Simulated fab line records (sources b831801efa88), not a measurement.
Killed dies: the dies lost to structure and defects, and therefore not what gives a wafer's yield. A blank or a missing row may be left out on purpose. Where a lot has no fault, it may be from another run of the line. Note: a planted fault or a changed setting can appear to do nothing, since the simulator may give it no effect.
A struck lot beside a sound one ; flow sky130 ; 20 out of 708 route steps
Sound: the wafers L862.3, L862.4, L862.6. Struck: wafers L871.1, L871.4, L871.5. The cause is named last.
Per side, at each step with rows, come the tool, then ch with its chambers, and then its first start. Under that, the readings that differ: sound wafers ; struck wafers ; difference of the means ; sigmas: that difference in standard deviations of wafers without a fault.
alike: same words and numbers on both sides, and readings whose means sit less than 2 such deviations apart. not compared: any withheld reading, any reading some wafer has no value for, any bound like >300 that may hide the same value, and any number with overlapping values for which the record gives no deviation.
A row with sigmas, a row that says differs or no value, or rows on one side alone: a step with any of these is where the two part. When numbers do not overlap yet have no deviation, they are printed without sigmas and do not part them. A reading that every wafer of one side lacks parts them only if that side has two wafers or more.

first, 2 steps without rows for these wafers: SKY_GATE_OXIDE_IMPLANT_11; SKY_GATE_OXIDE_WET_ETCH_12 (etches SiO2 in dHF, target depth 16.8 nm, time 336 s).
SKY_GATE_OXIDE_STRIP_13: strips in O2/N2.
  sound on plasmaAsher-01 ch 0,1, day 13 19:57; struck on plasmaAsher-02 ch 0,1, day 17 08:58
reading;sound;struck;difference;sigmas
drypumpMotorCurrentA (A);5.6 4.9 4.9;6.0 6.0 6.0;+0.9;+2
stripTimeToEndpointS (s);14.23 14.24 14.23;14.04 14.07 14.04;-0.18;-4
  alike: oesProductAu
  not compared: rfHoursCounterH
SKY_GATE_OXIDE_TW_MEAS_14:
  struck on filmMetro-04, day 17 09:04; sound on filmMetro-04, day 13 20:02
  alike: GATE_OXIDE_TW
then, 3 steps without rows for these wafers: SKY_GATE_OXIDE_CLEAN_15 (cleans in SC1/SC2, time 150 s); SKY_GATE_OXIDE_OXIDATION_16 (stabilise 600 s, purge 300 s, target thk 3.57 nm); SKY_POLY_GATE_CVD_00 (deposits poly-Si, target thk 180 nm, time 720 s).
SKY_POLY_GATE_THK_MEAS_01:
  struck on filmMetro-02, day 17 11:55; sound on filmMetro-04, day 13 23:43
reading;sound;struck;difference;sigmas
POLY_GATE_CVD_00_THK (nm);184.1 183.5 182.9;179.1 178.5 179.6;-4.4;-2
then, 4 steps without rows for these wafers: SKY_RES_PROTECT_DEHYDRATE_00 (time 60 s); SKY_RES_PROTECT_HMDS_01 (prime time 60 s); SKY_RES_PROTECT_COAT_02 (resist thk 1140 nm); SKY_RES_PROTECT_SOFTBAKE_03 (time 60 s).
SKY_RES_PROTECT_EXPOSE_04: exposes mask RPM, target cd 1270 nm.
  sound on ilineStepper-02 ch 0, day 14 13:01; struck on ilineStepper-02 ch 0, day 18 02:22
reading;sound;struck;difference;sigmas
mask;RPM#0 RPM#0 RPM#0;TUNM#0 TUNM#0 TUNM#0;differs;
then, 3 steps without rows for these wafers: SKY_RES_PROTECT_PEB_05; SKY_RES_PROTECT_DEVELOP_06 (develop time 60 s); SKY_POLY_GATE_IMPLANT_02.
SKY_RES_PROTECT_STRIP_07: strips in O2/N2.
  sound on plasmaAsher-02 ch 0,1, day 15 02:46; struck on plasmaAsher-02 ch 0,1, day 18 17:11
  alike: drypumpMotorCurrentA, oesProductAu, stripTimeToEndpointS
  not compared: rfHoursCounterH
SKY_RES_PROTECT_TW_MEAS_08:
  struck on filmMetro-02, day 18 17:17; sound on filmMetro-04, day 15 02:52
reading;sound;struck;difference;sigmas
POLY_GATE_TW;3959 3956 3962;30 30 30;-3929;-79
then, 1 step without rows for these wafers: SKY_RES_PROTECT_CLEAN_09 (cleans in SC1/SC2, time 150 s).
-- a jump in the record: the struck wafers' starts before and after are 29 days apart (it breaks off in module RES_PROTECT and resumes in module PAD_OPEN, where the first step shown is number 708 of the route) --
SKY_PAD_OPEN_PROBE_99:
  struck on prober-01, day 48 03:36; sound on prober-02, day 45 15:20
  alike: killed_at_M0_to_M3, killed_at_M4_up, killedAtContacts, killedAtFrontEnd, killedAtOther, killedDies, killedOpen, killedShort

== WHERE THEY PART ==
Earliest at SKY_GATE_OXIDE_STRIP_13; latest, in this record, at SKY_RES_PROTECT_TW_MEAS_08. Later steps at which nothing parts them and some readings are alike: SKY_PAD_OPEN_PROBE_99.

WHY: the cause the simulator had injected
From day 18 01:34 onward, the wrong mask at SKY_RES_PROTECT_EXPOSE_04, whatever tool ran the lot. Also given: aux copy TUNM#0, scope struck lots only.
